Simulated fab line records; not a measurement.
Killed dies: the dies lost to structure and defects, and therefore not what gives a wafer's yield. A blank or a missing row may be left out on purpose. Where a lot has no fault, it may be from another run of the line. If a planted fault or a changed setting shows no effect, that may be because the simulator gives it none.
2 desks looking at one fault | flow gf180mcu | each desk holds nothing but its own numbers, with what lay behind them at the end

DESK OF THE TOOL OWNER: cvd_w-02
The tool's own readings at GF_CONTACT_CVD_24 (deposits W, target thk 300 nm, time 90.339 s): means of the sampled wafers that have a number, for each lot that ran on this tool. Any lot whose mean is over 4 standard deviations away from the usual mean is out of limits and marked OUT; that distance is given in the brackets.
Columns: A = chamber_pressure_Torr at GF_CONTACT_CVD_24, usual 40.00 Torr; B = heater_power_outer_w at GF_CONTACT_CVD_24, usual 566 W; C = heater_power_w at GF_CONTACT_CVD_24, usual 924 W
lot  | first seen here | A     | B   | C
L525 | day 17 20:22    | 39.92 | 584 | 968
L527 | day 18 07:03    | 39.98 | 567 | 918
L528 | day 19 02:28    | 39.92 | 632 | 1115
L535 | day 21 11:58    | 40.05 | 575 | 920
L537 | day 22 05:47    | 39.96 | 546 | 840
L539 | day 23 00:51    | 39.96 | 611 | 1030
L543 | day 24 13:38    | 39.92 | 606 | 1021
Result from this desk: across the 7 lots, nothing is out of limits.

AT THE METROLOGY DESK
What the gauges read, lot by lot, whatever tool the lot ran on: means of the sampled wafers that have a number. Any lot whose mean is over 4 standard deviations away from the usual mean is out of limits and marked OUT; that distance is given in the brackets.
Columns: A = CONTACT_CVD_02_THK at GF_CONTACT_THK_MEAS_03, usual 858 nm; B = CONTACT_W_RS at GF_CONTACT_RS_MEAS_25, usual 0.381 ohm/sq; C = CONTACT_W_THK at GF_CONTACT_THK_MEAS_26, usual 299 nm
lot  | first seen here | A   | B     | C
L525 | day 16 20:58    | 865 | 0.374 | 305
L527 | day 17 08:20    | 867 | 0.374 | 303
L528 | day 17 23:26    | 866 | 0.370 | 308
L532 | day 19 09:46    | 848 | 0.384 | 295
L535 | day 20 11:13    | 860 | 0.383 | 294
L536 | day 20 15:29    | 859 | 0.388 | 295
L537 | day 21 05:08    | 842 | 0.385 | 298
L538 | day 21 13:09    | 862 | 0.376 | 301
L539 | day 22 00:40    | 842 | 0.384 | 299
L540 | day 22 12:52    | 832 | 0.381 | 301
L541 | day 22 17:01    | 868 | 0.382 | 299
L542 | day 23 04:35    | 880 | 0.383 | 297
L543 | day 23 14:06    | 860 | 0.379 | 299
Result from this desk: across the 13 lots, nothing is out of limits.

PUT TOGETHER
The desk of the tool owner found nothing out of limits.
The metrology desk saw nothing out of limits.

WHAT THE SIMULATOR HAD PUT IN
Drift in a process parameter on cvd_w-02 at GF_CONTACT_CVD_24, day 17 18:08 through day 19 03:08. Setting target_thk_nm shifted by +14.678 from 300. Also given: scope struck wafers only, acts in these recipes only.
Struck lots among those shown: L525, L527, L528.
